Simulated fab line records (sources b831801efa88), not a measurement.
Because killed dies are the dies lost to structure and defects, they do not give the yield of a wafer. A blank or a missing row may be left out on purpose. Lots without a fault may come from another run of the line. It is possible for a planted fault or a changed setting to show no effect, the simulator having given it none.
A struck lot beside a sound one || flow gf180mcu || 19 out of 602 route steps
Sound: wafers L818.1, L818.2, L818.4. Struck: wafers L810.1, L810.4, L810.5. Last of all comes the cause.
Each step with rows lists, per side, the tool, then ch with its chambers, then its first start. Under that, the readings that differ: sound wafers || struck wafers || difference of the means || sigmas: that difference in standard deviations of wafers without a fault.
alike: words and numbers the same on both sides, and readings whose means are apart by under 2 such deviations; not compared: readings that were withheld, readings missing a value for some wafer, numbers with overlapping values and no deviation given by the record, and bounds like >300 which may hide the same value.
Wherever a step has rows on one side only, a row that says differs or no value, or a row with sigmas, the two part there. When numbers do not overlap yet have no deviation, they are printed without sigmas and do not part them. A reading that every wafer of one side lacks parts them only if that side has two wafers or more.

first, 1 step without rows for these wafers: GF_CONTACT_CMP_27 (polishes, stops on SiO2, t overpolish 15 s, target thk 0 nm).
GF_M1_SPUTTER_00: material Ti, target thk 37.5 nm, time 150 s.
  sound: pvd-sputter-01 at day 22 09:51; struck: pvd-sputter-01 at day 19 16:22
  alike: throttle-valve-pct
GF_M1_SPUTTER_01: material TiN, target thk 30 nm, time 25 s.
  sound: pvd-sputter-01 at day 22 09:57; struck: pvd-sputter-01 at day 19 16:28
  alike: throttle-valve-pct
then, 1 step without rows for these wafers: GF_M1_SPUTTER_02 (material AlCu, target thk 450 nm, time 23.9 s).
GF_M1_SPUTTER_03: material Ti, target thk 10 nm, time 6.7 s.
  sound: pvd-sputter-01 at day 22 10:01; struck: pvd-sputter-01 at day 19 16:32
  alike: throttle-valve-pct
GF_M1_SPUTTER_04: material TiN, target thk 50 nm, time 41.7 s.
  sound: pvd-sputter-01 at day 22 10:02; struck: pvd-sputter-01 at day 19 16:33
  alike: throttle-valve-pct
GF_M1_RS_MEAS_05: measurement is done with a four-point probe.
  sound: film-metro-01 at day 22 10:04; struck: film-metro-04 at day 19 16:35
  alike: M1_ALCU_RS
GF_M1_THK_MEAS_06: measures by xrf.
  sound: film-metro-01 at day 22 10:11; struck: film-metro-04 at day 19 16:43
  alike: M1_ALCU_THK
then, 4 steps without rows for these wafers: GF_M1_DEHYDRATE_07 (time 60 s); GF_M1_HMDS_08 (prime time 60 s); GF_M1_COAT_09 (resist thk 1000 nm); GF_M1_SOFTBAKE_10 (time 60 s).
GF_M1_EXPOSE_11: exposes mask Metal1, target cd 230 nm.
  sound on krf-scanner-01 ch 0, day 22 21:53; struck on krf-scanner-02 ch 0, day 20 04:40
  alike: mask
then, 2 steps without rows for these wafers: GF_M1_PEB_12 (peb time 90 s); GF_M1_DEVELOP_13 (develop time 60 s).
GF_M1_CD_MEAS_14: target cd 230 nm.
  sound: cd-sem-02 at day 23 09:45; struck: cd-sem-01 at day 20 16:28
{"reading": "cd-nm (nm)", "sound": "229.9 229.8 229.8", "struck": "179.2 180.1 178.7", "difference": -50.5, "sigmas": -51}
GF_M1_OVL_MEAS_15:
  sound: overlay-01 at day 23 09:52; struck: overlay-01 at day 20 16:35
{"reading": "M1_OVL (nm)", "sound": "-6 -4 -7", "struck": "5 8 4", "difference": "+11", "sigmas": "+2"}
GF_M1_METAL_ETCH_16: etches the open film in Cl2/BCl3, stops on SiO2, target depth 627.5 nm, time 104.6 s.
  sound on rie-metal-01 ch 0,1, day 23 09:55; struck on rie-metal-04 ch 1, day 20 16:38
{"reading": "drypump-motor-current-A (A)", "sound": "5.5 5.1 5.1", "struck": "6.7 6.7 6.7", "difference": "+1.5", "sigmas": "+2"}
{"reading": "model.M1.cd-nm (nm)", "sound": "229.1 225.6 225.2", "struck": "183.1 183.8 182.9", "difference": -43.4, "sigmas": ""}
  alike: bias-w, oes-product-au, throttle-valve-pct
  not compared: rf-hours-counter-h
GF_M1_STRIP_17: strips in O2/N2.
  sound on plasma-asher-04 ch 0,1, day 23 10:01; struck on plasma-asher-04 ch 0, day 20 16:51
  alike: drypump-motor-current-A, heater-power-w, oes-product-au, strip-time-to-endpoint-s
  not compared: rf-hours-counter-h

== WHERE THEY PART ==
First at GF_M1_CD_MEAS_14; last, within this record, at GF_M1_METAL_ETCH_16. Later steps at which nothing parts them and some readings are alike: GF_M1_STRIP_17.

WHY: whatever the simulator had introduced
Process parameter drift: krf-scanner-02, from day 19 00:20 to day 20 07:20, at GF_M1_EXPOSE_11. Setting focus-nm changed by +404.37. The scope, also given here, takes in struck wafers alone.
